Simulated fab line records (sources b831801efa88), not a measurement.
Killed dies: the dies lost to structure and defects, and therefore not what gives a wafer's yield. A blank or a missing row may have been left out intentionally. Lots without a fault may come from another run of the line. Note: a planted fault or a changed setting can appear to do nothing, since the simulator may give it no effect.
Chamber matching ; flow gf180mcu ; 4 sister chambers for GF_CONTACT_CMP_04 on cmp-01
The step polishes SiO2. 8 wafers are shown with their chamber, then 7 later ones without.

== WAFERS WITH THEIR CHAMBER ==
wafer;chamber;motor-current-A (A);slurry-flow-ml-min
L934.5;2;11.7;149.7
L941.5;3;12.9;149.9
L941.6;0;13.0;150.0
L949.1;1;12.2;150.0
L949.3;0;13.0;149.6
L949.6;3;14.2;149.9
L951.1;2;12.3;149.2
L951.2;1;12.2;149.4

== WAFERS WHOSE CHAMBER IS MISSING ==
wafer;motor-current-A (A);slurry-flow-ml-min
L951.4;13.0;149.9
L953.1;14.1;150.1
L953.4;11.7;149.9
L953.6;11.4;149.1
L956.2;12.1;149.8
L956.3;12.8;150.2
L956.6;13.5;150.0

== WHICH CHAMBER EACH WENT THROUGH ==
wafer;from the rows above;in truth
L951.4;can't be placed: 0 or 3 or 1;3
L953.1;can't be placed: 3 or 0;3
L953.4;can't be placed: 1 or 2 or 0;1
L953.6;can't be placed: 2 or 1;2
L956.2;can't be placed: 1 or 2 or 0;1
L956.3;can't be placed: 0 or 3 or 1 or 2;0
L956.6;can't be placed: 3 or 0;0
Correct placement for 0 of the 7. Not placeable from these rows: 7 (in 7, the candidates include the true chamber). Number placed wrongly: 0.
How it was worked out, from the rows above alone: a wafer's distance from a chamber is the root of the sum, over the readings, of the square of ((its reading less the chamber's mean) divided by the reading's scatter). If the next closest chamber is less than 2 further off than the closest, the wafer can't be placed; otherwise it belongs to the closest. A chamber's mean is the mean of its shown wafers. The scatter: take each reading less its chamber's mean, square it, sum over the shown wafers, divide by the number of wafers less the number of chambers, and take the root.
